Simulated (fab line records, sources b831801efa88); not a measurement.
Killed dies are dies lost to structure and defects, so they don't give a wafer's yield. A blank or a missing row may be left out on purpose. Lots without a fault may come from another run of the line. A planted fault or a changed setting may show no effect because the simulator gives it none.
fab line records | flow sky130
record lots=11 wafers=33 last_day=50
route steps=708 shown LI_CONTACT@382 CONTACT@423 METAL1@439 PAD_OPEN@708
lots that met no fault: from a run of the same line without faults
start_h: hours from the record's first day to the start of the lot's first wafer shown | wait_h: hours since the lot's step before | " the same as in the row above | L1.1+2: a row that stands for several wafers | - no value, or no start given | * or withheld: withheld | < > ~ a bound
route shown NAME@n: a module of which the file shows steps, and the number in the route of the first | usual: mean/standard deviation of fault-free wafers | same: alike in all rows | chamber/n: place in a boat | sites: the reading at each site | _std_site: their standard deviation | _edge_site: outer sites' mean less inner sites' | radius_mm: how far each site lies from the wafer's centre | mask NAME#n: copy n | behind: the tool/chamber that last shaped the wafer | hold: why the lot was held/for how many hours/how that ended | device: the transistor (n, p or np) that didn't switch | end of line: the same wafers' tests at the end of the route | a step without rows: its recipe alone | killed: dies lost to structure and defects at the first sort, not the wafer's yield | map: a wafer's dies, x killed, . not, _ none there
set.NAME: the setting as run; set.NAME@STEP: as run at that earlier step | model.NAME: the simulator's own value behind a step, which no gauge read
steps of the route over a sample of lots; a table a step, a row a wafer
services: from which hour (start_h, from the record's first day; less than 0 if before it) a tool's chamber was out of use, for how many hours, and why
## steps
# step SKY_LI_CONTACT_SPUTTER_20
# recipe material=TiN target_thk_nm=20 chamber_pressure_pa=5 power_w=4000 time_s=80
# usual throttle_valve_pct=29.4/1
# same time_s=80
# columns lot.wafer tool chamber start_h wait_h throttle_valve_pct
L570.2 pvd_sputter-04 - 698.08 0.0 28.5
L570.3 " - " " 27.9
L570.4 " - " " 30.2
L572.1 pvd_sputter-02 - 725.79 0.0 29.1
L572.3 " - " " 29.1
L572.5 " - " " 28.9
L573.1 pvd_sputter-03 - 729.79 0.0 28.2
L573.4 " - " " 30.0
L573.6 " - " " 30.3
L574.2 pvd_sputter-02 - 730.31 0.0 30.8
L574.4 " - " " 29.1
L574.6 " - " " 28.9
L576.1 pvd_sputter-03 - 749.50 0.0 28.9
L576.2 " - " " 28.2
L576.3 " - " " 30.1
L578.1 pvd_sputter-04 - 757.49 0.0 30.0
L578.2 " - " " 30.8
L578.3 " - " " 28.2
L579.2 pvd_sputter-02 - 774.35 0.0 30.6
L579.3 " - " " 30.0
L579.6 " - " " 30.9
L582.1 pvd_sputter-02 - 791.89 0.0 30.0
L582.2 " - " " 30.5
L582.4 " - " " 29.0
L585.3 pvd_sputter-03 - 812.62 0.0 28.8
L585.4 " - " " 28.0
L585.5 " - " " 30.9
L586.2 pvd_sputter-04 - 817.88 0.0 28.7
L586.3 " - " " 28.0
L586.4 " - " " 30.7
L590.3 pvd_sputter-03 - 851.04 0.0 28.2
L590.4 " - " " 28.8
L590.5 " - " " 28.2
# step SKY_CONTACT_ETCH_17
# recipe target=SiO2 chemistry=C4F8/O2/Ar stop_on=Si3N4 mask_material=KrF-thick source_w=1500 bias_w=1200 pressure_mtorr=40 c4f8_flow_sccm=withheld O2_flow_sccm=6 Ar_flow_sccm=300 time_s=withheld target_depth_a=3400
# usual bias_w=1200/3.5 chamber_pressure_mTorr=40.00/0.035 oes_product_au=0.892/0.0047
# columns lot.wafer tool chamber start_h wait_h bias_w chamber_pressure_mTorr oes_product_au
L570.2 rie_diel-03 1 757.39 0.0 1197 40.04 0.886
L570.3 " 0 " " 1203 39.98 0.891
L570.4 " 2 " " 1199 40.07 0.894
L572.1 rie_diel-01 0 784.27 0.0 1196 39.94 0.889
L572.3 " 3 " " 1202 39.96 0.900
L572.5 " 0 " " 1204 40.01 0.889
L573.1 rie_diel-03 2 787.41 0.0 1202 39.99 0.888
L573.4 " 1 " " 1197 40.07 0.888
L573.6 " 3 " " 1192 39.99 0.894
L574.2 rie_diel-01 3 787.44 0.0 1198 39.97 0.890
L574.4 " 1 " " 1201 40.04 0.892
L574.6 " 1 " " 1198 40.02 0.896
L576.1 rie_diel-02 1 806.97 0.0 1198 39.97 0.895
L576.2 " 0 " " 1202 40.01 0.890
L576.3 " 3 " " 1199 40.01 0.895
L578.1 rie_diel-02 0 814.94 0.0 1202 40.00 0.897
L578.2 " 3 " " 1193 39.97 0.885
L578.3 " 1 " " 1200 40.00 0.885
L579.2 rie_diel-03 3 829.71 0.0 1198 39.94 0.887
L579.3 " 1 " " 1203 40.01 0.889
L579.6 " 1 " " 1203 40.01 0.896
L582.1 rie_diel-01 3 848.47 0.0 1199 40.00 0.894
L582.2 " 1 " " 1202 39.95 0.889
L582.4 " 1 " " 1199 39.99 0.893
L585.3 rie_diel-01 1 869.66 0.0 - - -
L585.4 " 3 " " - - -
L585.5 " 1 " " - - -
L586.2 rie_diel-03 1 874.06 0.0 - - -
L586.3 " 2 " " - - -
L586.4 " 0 " " - - -
L590.3 rie_diel-02 3 906.17 0.0 1202 40.00 0.889
L590.4 " 1 " " 1194 39.99 0.883
L590.5 " 0 " " 1199 40.01 0.879
# step SKY_CONTACT_ETCH_18
# recipe target=Si3N4 chemistry=CHF3/O2 stop_on=TiN source_w=600 bias_w=200 pressure_mtorr=40 chf3_flow_sccm=50 O2_flow_sccm=5 time_s=39 target_depth_a=750
# usual O2_flow_sccm=4.998/0.016 bias_w=200.0/0.59 drypump_motor_current_A=5.8/0.34 oes_product_au=0.854/0.0075 throttle_valve_pct=8.793/0.0095
# same time_s=39
# columns lot.wafer tool chamber start_h wait_h O2_flow_sccm bias_w drypump_motor_current_A oes_product_au rf_hours_counter_h throttle_valve_pct
L570.2 rie_diel-03 1 - - 5.006 200.2 6.2 0.851 0 8.784
L570.3 " 0 " " 4.994 199.9 5.9 0.845 18 8.785
L570.4 " 2 " " 5.011 200.5 5.9 0.853 5 8.793
L572.1 rie_diel-01 0 - - 4.974 199.9 5.8 0.848 39 8.780
L572.3 " 3 " " 5.004 200.7 5.9 0.845 4 8.798
L572.5 " 0 " " 4.990 199.8 5.8 0.855 - 8.796
L573.1 rie_diel-03 2 - - 5.012 199.8 5.9 0.856 6 8.799
L573.4 " 1 " " 4.990 199.3 6.2 0.853 1 8.814
L573.6 " 3 " " 4.985 199.5 5.7 0.851 - 8.787
L574.2 rie_diel-01 3 - - 4.986 199.9 5.9 0.862 4 8.784
L574.4 " 1 " " 4.990 199.8 6.3 0.864 12 8.793
L574.6 " 1 " " 5.005 199.8 6.2 0.858 - 8.800
L576.1 rie_diel-02 1 - - 5.022 199.4 5.1 0.847 6 8.781
L576.2 " 0 " " 5.010 200.5 5.2 0.852 17 8.798
L576.3 " 3 " " 4.967 199.0 5.2 0.851 2 8.789
L578.1 rie_diel-02 0 - - 4.997 200.1 5.3 0.850 17 8.769
L578.2 " 3 " " 4.979 199.5 5.3 0.838 2 8.768
L578.3 " 1 " " 4.985 200.5 5.0 0.844 7 8.788
L579.2 rie_diel-03 3 - - 4.996 200.7 5.7 0.841 2 8.802
L579.3 " 1 " " 5.019 200.2 6.2 0.849 3 8.787
L579.6 " 1 " " 5.014 199.7 6.2 0.862 - 8.793
L582.1 rie_diel-01 3 - - 5.010 200.0 6.0 0.861 7 8.774
L582.2 " 1 " " 5.024 200.3 6.2 0.841 14 8.789
L582.4 " 1 " " 5.017 200.0 6.2 0.848 - 8.798
L585.3 rie_diel-01 1 - - 5.031 200.7 6.2 0.373 15 8.678
L585.4 " 3 " " 4.956 199.9 5.9 0.369 - 8.678
L585.5 " 1 " " 5.018 200.0 6.3 0.375 - 8.684
L586.2 rie_diel-03 1 - - 5.003 198.7 6.2 0.374 4 8.658
L586.3 " 2 " " 5.012 199.1 5.9 0.378 9 8.669
L586.4 " 0 " " 4.980 200.3 5.9 0.374 22 8.688
L590.3 rie_diel-02 3 - - 4.989 200.1 5.2 0.854 5 8.785
L590.4 " 1 " " 5.013 199.4 5.0 0.864 10 8.804
L590.5 " 0 " " 4.965 200.5 5.2 0.861 - 8.788
# step SKY_CONTACT_STRIP_19
# recipe chemistry=O2/N2 power_w=1400 pressure_mtorr=1500 platen_temp_c=withheld o2_flow_sccm=3000 n2_flow_sccm=300 overash_fraction=0.5
# usual drypump_motor_current_A=5.8/0.47 oes_product_au=0.381/0.0049 strip_time_to_endpoint_s=3.61/0.031
# columns lot.wafer tool chamber start_h wait_h drypump_motor_current_A oes_product_au rf_hours_counter_h strip_time_to_endpoint_s
L570.2 plasma_asher-02 1 757.48 - 5.2 0.376 93 3.59
L570.3 " 1 " " 5.2 0.383 - 3.70
L570.4 " 0 " " 5.5 0.384 - 3.65
L572.1 plasma_asher-02 0 784.36 - 5.4 0.375 96 3.60
L572.3 " 1 " " 5.2 0.384 - 3.63
L572.5 " 1 " " 5.2 0.386 - 3.62
L573.1 plasma_asher-03 1 787.50 - 6.1 0.392 34 3.67
L573.4 " 0 " " 5.4 0.381 - 3.58
L573.6 " 1 " " 6.1 0.379 - 3.61
L574.2 plasma_asher-04 1 787.53 - 6.1 0.376 4 3.62
L574.4 " 1 " " 6.1 0.376 - 3.60
L574.6 " 0 " " 6.4 0.375 - 3.59
L576.1 plasma_asher-02 1 807.06 - 5.2 0.386 98 3.62
L576.2 " 0 " " 5.4 0.389 98 3.63
L576.3 " 1 " " 5.1 0.391 - 3.65
L578.1 plasma_asher-04 1 815.03 - 6.1 0.378 6 3.61
L578.2 " 0 " " 6.4 0.383 6 3.63
L578.3 " 0 " " 6.4 0.378 - 3.61
L579.2 plasma_asher-02 0 829.80 - 5.5 0.372 101 3.60
L579.3 " 1 " " 5.2 0.389 - 3.58
L579.6 " 1 " " 5.2 0.373 - 3.60
L582.1 plasma_asher-04 1 848.56 - 6.1 0.373 9 3.60
L582.2 " 0 " " 6.4 0.382 9 3.62
L582.4 " 0 " " 6.4 0.379 - 3.60
L585.3 plasma_asher-02 0 869.79 - 5.4 0.400 - 4.26
L585.4 " 1 " " 5.2 0.404 - 4.25
L585.5 " 0 " " 5.5 0.407 - 4.27
L586.2 plasma_asher-04 0 874.15 - 6.4 0.410 12 4.29
L586.3 " 1 " " 6.1 0.406 - 4.31
L586.4 " 0 " " 6.4 0.416 - 4.30
L590.3 plasma_asher-04 1 906.30 - 6.1 0.380 - 3.56
L590.4 " 0 " " 6.4 0.380 - 3.60
L590.5 " 0 " " 6.4 0.377 - 3.57
# step SKY_CONTACT_SPUTTER_23
# recipe material=TiN target_thk_nm=20 chamber_pressure_pa=5 power_w=4000 time_s=80
# usual throttle_valve_pct=30.2/1.4
# same time_s=80
# columns lot.wafer tool chamber start_h wait_h throttle_valve_pct
L570.2 pvd_sputter-03 - 758.08 0.0 28.0
L570.3 " - " " 30.8
L570.4 " - " " 28.9
L572.1 pvd_sputter-04 - 784.95 0.0 28.3
L572.3 " - " " 30.2
L572.5 " - " " 28.7
L573.1 pvd_sputter-04 - 788.09 0.0 27.9
L573.4 " - " " 28.6
L573.6 " - " " 28.1
L574.2 pvd_sputter-03 - 788.12 0.0 30.0
L574.4 " - " " 28.8
L574.6 " - " " 29.0
L576.1 pvd_sputter-03 - 807.69 0.0 28.4
L576.2 " - " " 28.7
L576.3 " - " " 29.8
L578.1 pvd_sputter-04 - 815.66 0.0 29.7
L578.2 " - " " 30.8
L578.3 " - " " 28.1
L579.2 pvd_sputter-04 - 830.39 0.0 29.9
L579.3 " - " " 28.2
L579.6 " - " " 30.8
L582.1 pvd_sputter-01 - 849.22 0.0 31.8
L582.2 " - " " 31.5
L582.4 " - " " 31.3
L585.3 pvd_sputter-01 - 870.39 0.0 31.5
L585.4 " - " " 31.3
L585.5 " - " " 32.0
L586.2 pvd_sputter-01 - 874.78 0.0 31.3
L586.3 " - " " 31.2
L586.4 " - " " 31.9
L590.3 pvd_sputter-04 - 906.86 0.0 28.7
L590.4 " - " " 30.8
L590.5 " - " " 30.0
# step SKY_METAL1_RS_MEAS_05
# recipe thk_meas_gauge=four-point-probe reads=TiN_of_METAL1_SPUTTER_04+Ti_of_METAL1_SPUTTER_03+AlCu_of_METAL1_SPUTTER_02+TiN_of_METAL1_SPUTTER_01+Ti_of_METAL1_SPUTTER_00
# usual METAL1_ALCU_RS=0.1275/0.0016
# columns lot.wafer tool chamber start_h wait_h METAL1_ALCU_RS[ohm/sq]
L570.2 film_metro-02 - 758.89 0.0 0.1289
L570.3 " - " " 0.1288
L570.4 " - " " 0.1275
L572.1 film_metro-02 - 785.75 0.0 0.1280
L572.3 " - " " 0.1296
L572.5 " - " " 0.1302
L573.1 film_metro-02 - 788.99 0.0 0.1254
L573.4 " - " " 0.1266
L573.6 " - " " 0.1243
L574.2 film_metro-01 - 789.06 0.0 0.1282
L574.4 " - " " 0.1291
L574.6 " - " " 0.1282
L576.1 film_metro-03 - 808.48 0.0 0.1287
L576.2 " - " " 0.1272
L576.3 " - " " 0.1246
L578.1 film_metro-01 - 816.46 0.0 0.1267
L578.2 " - " " 0.1250
L578.3 " - " " 0.1260
L579.2 film_metro-01 - 831.21 0.0 0.1281
L579.3 " - " " 0.1283
L579.6 " - " " 0.1283
L582.1 film_metro-01 - 850.01 0.0 0.1277
L582.2 " - " " 0.1260
L582.4 " - " " 0.1288
L590.3 film_metro-01 - 907.77 0.1 0.1273
L590.4 " - " " 0.1283
L590.5 " - " " 0.1289
# step SKY_PAD_OPEN_PROBE_99
# usual killed_at_M0_to_M3=44/7.2 killed_at_M4_up=2.9/1.8 killed_at_contacts=24/5.2 killed_at_front_end=15/4 killed_at_other=0.2/0.49 killed_dies=85/9.1 killed_on_rim=17/3.7 killed_open=47/6.8 killed_short=38/5.7
# same gross_dies=492 killed_at_back_side=0
# columns lot.wafer tool chamber start_h wait_h killed_at_M0_to_M3 killed_at_M4_up killed_at_contacts killed_at_front_end killed_at_other killed_dies killed_on_rim killed_open killed_short
L570.2 prober-02 - 1101.24 0.1 41 5 24 14 0 84 22 50 34
L570.3 prober-02 - 1101.29 0.2 44 2 26 22 0 94 17 61 33
L570.4 prober-02 - 1101.34 0.2 35 3 29 15 0 82 20 46 36
L572.1 prober-02 - 1123.80 0.1 50 2 29 8 0 89 21 52 37
L572.3 prober-02 - 1123.90 0.2 50 7 24 19 0 100 19 55 45
L572.5 prober-02 - 1124.00 0.2 50 5 21 9 0 85 11 52 33
L573.1 prober-01 - 1124.14 0.1 41 2 31 13 0 87 16 45 42
L573.4 prober-01 - 1124.29 0.2 46 1 23 15 1 86 19 46 40
L573.6 prober-01 - 1124.39 0.2 62 1 34 8 0 105 21 57 48
L574.2 prober-02 - 1125.44 0.1 33 7 23 11 1 75 18 37 38
L574.4 prober-02 - 1125.54 0.2 48 6 24 11 0 89 14 49 40
L574.6 prober-02 - 1125.64 0.2 44 3 22 17 1 87 16 44 43
L576.1 prober-01 - 1138.84 0.1 53 2 14 15 0 84 16 47 37
L576.2 prober-01 - 1138.89 0.1 54 8 25 14 0 101 14 60 41
L576.3 prober-01 - 1138.94 0.2 52 5 22 12 0 91 18 41 50
L578.1 prober-02 - 1144.48 0.1 35 2 27 10 0 74 17 42 32
L578.2 prober-02 - 1144.53 0.1 46 5 19 12 0 82 12 42 40
L578.3 prober-02 - 1144.58 0.2 36 2 27 14 0 79 12 46 33
L579.2 prober-01 - 1154.10 0.1 61 4 25 14 0 104 22 55 49
L579.3 prober-01 - 1154.15 0.2 43 2 26 12 0 83 13 48 35
L579.6 prober-01 - 1154.30 0.2 54 1 15 13 0 83 19 48 35
L582.1 prober-02 - 1167.02 0.1 54 4 21 16 0 95 20 53 42
L582.2 prober-02 - 1167.07 0.1 35 1 31 19 0 86 18 54 32
L582.4 prober-02 - 1167.17 0.2 50 1 22 13 0 86 16 48 38
L585.3 prober-01 - 1184.28 0.2 61 4 417 10 0 492 96 55 39
L585.4 prober-01 - 1184.33 0.2 42 1 436 13 0 492 96 47 32
L585.5 prober-01 - 1184.38 0.2 48 2 429 13 0 492 96 43 33
L586.2 prober-02 - 1186.62 0.1 48 3 428 13 0 492 96 60 41
L586.3 prober-02 - 1186.67 0.2 39 5 432 16 0 492 96 49 39
L586.4 prober-02 - 1186.72 0.2 43 2 435 12 0 492 96 49 39
L590.3 prober-02 - 1205.55 0.2 42 2 27 12 0 83 16 49 34
L590.4 prober-02 - 1205.60 0.2 47 2 22 19 0 90 13 53 37
L590.5 prober-02 - 1205.65 0.2 40 6 36 12 0 94 21 54 40
# killed by level:class
L570.2 VIA2:geometric_particle:open=11 LI_CONTACT:geometric_particle:open=9 FIELD_ISO:geometric_particle:short=7 VIA1:geometric_particle:open=7 VIA3:geometric_particle:open=7 CONTACT:geometric_particle:short=6 POLY_GATE:geometric_particle:open=4 CONTACT:geometric_particle:open=4
L570.3 VIA1:geometric_particle:open=17 CONTACT:geometric_particle:open=12 VIA2:geometric_particle:open=8 VIA1:geometric_particle:short=6 LI_CONTACT:geometric_particle:open=6 FIELD_ISO:geometric_particle:short=5 METAL1:geometric_particle:short=5 FIELD_ISO:geometric_particle:open=4
L570.4 LI_CONTACT:geometric_particle:open=14 VIA1:geometric_particle:open=10 VIA1:geometric_particle:short=7 VIA2:geometric_particle:open=7 CONTACT:geometric_particle:open=6 FIELD_ISO:geometric_particle:short=5 LOCAL_INTERCONNECT:geometric_particle:short=5 FIELD_ISO:geometric_particle:open=3
L572.1 VIA3:geometric_particle:open=13 CONTACT:geometric_particle:open=10 VIA1:geometric_particle:open=10 LI_CONTACT:geometric_particle:open=8 METAL2:geometric_particle:short=8 VIA1:geometric_particle:short=5 LOCAL_INTERCONNECT:geometric_particle:short=4 CONTACT:geometric_particle:short=4
L572.3 VIA1:geometric_particle:open=13 LI_CONTACT:geometric_particle:open=9 FIELD_ISO:geometric_particle:open=7 VIA3:geometric_particle:open=7 METAL2:geometric_particle:short=7 VIA1:geometric_particle:short=6 POLY_GATE:geometric_particle:short=5 CONTACT:geometric_particle:open=5
L572.5 VIA1:geometric_particle:open=13 VIA3:geometric_particle:open=10 CONTACT:geometric_particle:open=7 VIA2:geometric_particle:open=7 LI_CONTACT:geometric_particle:open=6 METAL1:geometric_particle:short=6 VIA1:geometric_particle:short=5 METAL2:geometric_particle:short=5
L573.1 CONTACT:geometric_particle:open=10 LI_CONTACT:geometric_particle:open=9 VIA1:geometric_particle:open=9 VIA1:geometric_particle:short=7 VIA2:geometric_particle:open=7 METAL1:geometric_particle:short=5 LOCAL_INTERCONNECT:geometric_particle:short=5 METAL2:geometric_particle:short=5
L573.4 CONTACT:geometric_particle:open=9 VIA2:geometric_particle:open=9 VIA1:geometric_particle:open=6 VIA1:geometric_particle:short=6 POLY_GATE:geometric_particle:open=5 METAL2:geometric_particle:short=5 VIA3:geometric_particle:open=4 POLY_GATE:geometric_particle:short=4
L573.6 VIA1:geometric_particle:open=19 CONTACT:geometric_particle:open=13 METAL2:geometric_particle:short=10 VIA1:geometric_particle:short=10 LI_CONTACT:geometric_particle:open=8 CONTACT:geometric_particle:short=7 VIA2:geometric_particle:open=6 LI_CONTACT:geometric_particle:short=5
L574.2 VIA1:geometric_particle:open=12 CONTACT:geometric_particle:open=7 LI_CONTACT:geometric_particle:open=6 CONTACT:geometric_particle:short=6 FIELD_ISO:geometric_particle:short=5 VIA1:geometric_particle:short=5 METAL2:geometric_particle:short=5 METAL4:geometric_particle:short=5
L574.4 VIA1:geometric_particle:open=14 METAL2:geometric_particle:short=9 LI_CONTACT:geometric_particle:open=8 CONTACT:geometric_particle:open=6 VIA2:geometric_particle:open=6 VIA3:geometric_particle:open=6 METAL1:geometric_particle:short=5 METAL4:geometric_particle:short=4
L574.6 VIA1:geometric_particle:open=12 METAL2:geometric_particle:short=7 LI_CONTACT:geometric_particle:open=6 LOCAL_INTERCONNECT:geometric_particle:short=6 VIA2:geometric_particle:open=6 VIA1:geometric_particle:short=5 LI_CONTACT:geometric_particle:short=4 POLY_GATE:geometric_particle:open=4
L576.1 VIA1:geometric_particle:open=13 CONTACT:geometric_particle:open=9 VIA2:geometric_particle:open=8 METAL2:geometric_particle:short=7 FIELD_ISO:geometric_particle:open=5 POLY_GATE:geometric_particle:short=5 METAL1:geometric_particle:short=5 VIA3:geometric_particle:short=5
L576.2 VIA1:geometric_particle:open=11 VIA2:geometric_particle:open=10 CONTACT:geometric_particle:open=8 VIA3:geometric_particle:open=7 METAL2:geometric_particle:short=7 LI_CONTACT:geometric_particle:open=6 FIELD_ISO:geometric_particle:open=5 METAL4:geometric_particle:short=5
L576.3 VIA1:geometric_particle:open=13 CONTACT:geometric_particle:open=11 METAL1:geometric_particle:short=9 VIA2:geometric_particle:short=6 METAL2:geometric_particle:short=6 VIA2:geometric_particle:open=6 FIELD_ISO:geometric_particle:short=5 METAL4:geometric_particle:short=5
L578.1 CONTACT:geometric_particle:open=11 VIA1:geometric_particle:open=11 LI_CONTACT:geometric_particle:open=6 VIA3:geometric_particle:open=6 VIA1:geometric_particle:short=5 CONTACT:geometric_particle:short=4 METAL3:geometric_particle:short=4 METAL2:geometric_particle:short=4
L578.2 VIA1:geometric_particle:open=11 CONTACT:geometric_particle:open=8 METAL2:geometric_particle:short=7 VIA3:geometric_particle:open=7 VIA3:geometric_particle:short=6 FIELD_ISO:geometric_particle:short=5 LI_CONTACT:geometric_particle:open=5 METAL1:geometric_particle:short=5
L578.3 VIA1:geometric_particle:open=9 LI_CONTACT:geometric_particle:open=8 CONTACT:geometric_particle:open=8 VIA3:geometric_particle:open=8 LOCAL_INTERCONNECT:geometric_particle:short=6 FIELD_ISO:geometric_particle:short=4 FIELD_ISO:geometric_particle:open=3 POLY_GATE:geometric_particle:short=3
L579.2 VIA1:geometric_particle:open=17 METAL1:geometric_particle:short=8 VIA3:geometric_particle:open=8 LI_CONTACT:geometric_particle:open=7 CONTACT:geometric_particle:open=7 CONTACT:geometric_particle:short=6 VIA2:geometric_particle:short=6 VIA3:geometric_particle:short=6
L579.3 VIA1:geometric_particle:open=14 CONTACT:geometric_particle:open=10 VIA3:geometric_particle:open=8 LI_CONTACT:geometric_particle:open=6 METAL1:geometric_particle:short=5 VIA1:geometric_particle:short=5 LOCAL_INTERCONNECT:geometric_particle:short=4 POLY_GATE:geometric_particle:short=4
L579.6 VIA1:geometric_particle:open=14 VIA2:geometric_particle:open=8 CONTACT:geometric_particle:open=7 VIA3:geometric_particle:short=7 VIA3:geometric_particle:open=7 VIA2:geometric_particle:short=5 METAL1:geometric_particle:short=4 FIELD_ISO:geometric_particle:open=3
L582.1 CONTACT:geometric_particle:open=12 VIA1:geometric_particle:open=12 VIA1:geometric_particle:short=9 METAL1:geometric_particle:short=8 FIELD_ISO:geometric_particle:open=5 POLY_GATE:geometric_particle:open=5 VIA3:geometric_particle:open=5 VIA2:geometric_particle:open=5
L582.2 CONTACT:geometric_particle:open=12 VIA3:geometric_particle:open=9 LI_CONTACT:geometric_particle:open=9 VIA2:geometric_particle:open=7 FIELD_ISO:geometric_particle:open=6 LI_CONTACT:geometric_particle:short=5 POLY_GATE:geometric_particle:short=4 METAL1:geometric_particle:short=4
L582.4 VIA1:geometric_particle:open=17 CONTACT:geometric_particle:open=10 METAL1:geometric_particle:short=7 VIA2:geometric_particle:open=6 METAL3:geometric_particle:short=6 POLY_GATE:geometric_particle:short=4 LI_CONTACT:geometric_particle:open=4 FIELD_ISO:geometric_particle:short=3
L585.3 CONTACT:area_etch=398 VIA3:geometric_particle:open=14 VIA1:geometric_particle:open=12 VIA2:geometric_particle:open=8 VIA1:geometric_particle:short=6 VIA3:geometric_particle:short=6 CONTACT:geometric_particle:open=5 METAL1:geometric_particle:short=5
L585.4 CONTACT:area_etch=413 VIA1:geometric_particle:open=11 VIA2:geometric_particle:open=10 CONTACT:geometric_particle:open=7 VIA3:geometric_particle:short=6 POLY_GATE:geometric_particle:short=5 LI_CONTACT:geometric_particle:open=5 VIA3:geometric_particle:open=5
L585.5 CONTACT:area_etch=416 VIA1:geometric_particle:open=9 VIA3:geometric_particle:open=8 METAL2:geometric_particle:short=7 METAL3:geometric_particle:short=6 LI_CONTACT:geometric_particle:open=5 VIA1:geometric_particle:short=4 CONTACT:geometric_particle:open=4
L586.2 CONTACT:area_etch=391 VIA1:geometric_particle:open=13 CONTACT:geometric_particle:open=12 LI_CONTACT:geometric_particle:open=10 VIA2:geometric_particle:open=8 METAL2:geometric_particle:short=8 CONTACT:geometric_particle:short=6 FIELD_ISO:geometric_particle:open=5
L586.3 CONTACT:area_etch=404 CONTACT:geometric_particle:open=15 LI_CONTACT:geometric_particle:open=9 VIA1:geometric_particle:open=9 VIA1:geometric_particle:short=6 METAL2:geometric_particle:short=4 VIA2:geometric_particle:short=4 VIA2:geometric_particle:open=4
L586.4 CONTACT:area_etch=404 CONTACT:geometric_particle:open=10 VIA3:geometric_particle:open=9 LI_CONTACT:geometric_particle:open=7 CONTACT:geometric_particle:short=7 VIA1:geometric_particle:open=7 METAL1:geometric_particle:short=6 LOCAL_INTERCONNECT:geometric_particle:short=5
L590.3 VIA1:geometric_particle:open=13 CONTACT:geometric_particle:open=11 LI_CONTACT:geometric_particle:open=6 CONTACT:geometric_particle:short=6 VIA3:geometric_particle:short=5 VIA3:geometric_particle:open=5 POLY_GATE:geometric_particle:short=4 METAL3:geometric_particle:short=4
L590.4 VIA1:geometric_particle:open=11 LI_CONTACT:geometric_particle:open=8 VIA3:geometric_particle:open=8 VIA2:geometric_particle:open=7 CONTACT:geometric_particle:open=7 VIA1:geometric_particle:short=5 METAL2:geometric_particle:short=4 VIA3:geometric_particle:short=4
L590.5 CONTACT:geometric_particle:open=13 VIA1:geometric_particle:open=9 LI_CONTACT:geometric_particle:open=7 VIA3:geometric_particle:open=7 CONTACT:geometric_particle:short=6 LI_CONTACT:geometric_particle:short=6 VIA3:geometric_particle:short=6 FIELD_ISO:geometric_particle:open=5
## services
# columns tool chamber start_h hours kind
rie_diel-02 - 684.87 1.1 repair
rie_diel-03 3 702.33 9.5 repair
rie_diel-03 1 719.12 2.4 repair
pvd_sputter-04 - 727.20 4.8 repair
plasma_asher-04 - 733.75 9.0 pm
pvd_sputter-02 - 744.56 13.8 repair
rie_diel-01 2 746.35 3.0 repair
rie_diel-02 - 748.10 0.9 repair
pvd_sputter-02 - 753.37 1.3 repair
pvd_sputter-02 - 769.51 2.3 repair
plasma_asher-04 - 776.10 7.5 repair
rie_diel-01 1 779.37 3.6 repair
rie_diel-02 2 783.51 3.7 repair
pvd_sputter-04 - 801.15 5.0 repair
plasma_asher-04 - 802.42 2.7 pm
rie_diel-02 2 802.92 45.2 repair
pvd_sputter-04 - 810.33 0.9 repair
pvd_sputter-03 - 826.09 6.4 repair
rie_diel-01 2 834.36 16.5 repair
plasma_asher-04 - 835.15 0.3 repair
rie_diel-03 - 839.53 4.9 repair
pvd_sputter-04 - 850.83 2.8 repair
rie_diel-03 3 858.05 14.4 repair
rie_diel-01 0 864.29 14.0 repair
## key
first_sign step=SKY_CONTACT_ETCH_17 reading=tool_record direction=missing
effect step=SKY_CONTACT_ETCH_18 reading=oes_product_au direction=down sigmas=64 usual=0.854 struck=0.374
effect step=SKY_CONTACT_STRIP_19 reading=strip_time_to_endpoint_s direction=up sigmas=22 usual=* struck=*
effect step=SKY_PAD_OPEN_PROBE_99 reading=killed_at_contacts direction=up sigmas=77 usual=24 struck=430
more_kills_born_at SKY_CONTACT_ETCH_17@rie_diel-01=1227 SKY_CONTACT_ETCH_17@rie_diel-03=1199
met_at SKY_CONTACT_ETCH_17
struck_lots L585,L586
later_rows_left_out L585.3,L585.4,L585.5,L586.2,L586.3,L586.4
tester_left_out L585,L586
not_acting_at SKY_LI_CONTACT_SPUTTER_20,SKY_CONTACT_SPUTTER_23,SKY_METAL1_RS_MEAS_05
onset_between 848.47 869.66
fault kind=skipped_step_whole tool=rie_diel-01,rie_diel-03 chamber=- onset_h=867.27 steps=SKY_CONTACT_ETCH_17 scope=struck_lots_only
# tester_left_out: of these lots the tester's yield and bins aren't shown, on N5 and GAA mostly nor the transistor test; their killed dies are dies lost to structure and defects alone, not to doping, threshold or leakage, so they don't give the yield
# later_rows_left_out: the simulator's readings of these wafers behind a module that went badly wrong aren't trusted and aren't shown, but for the sort
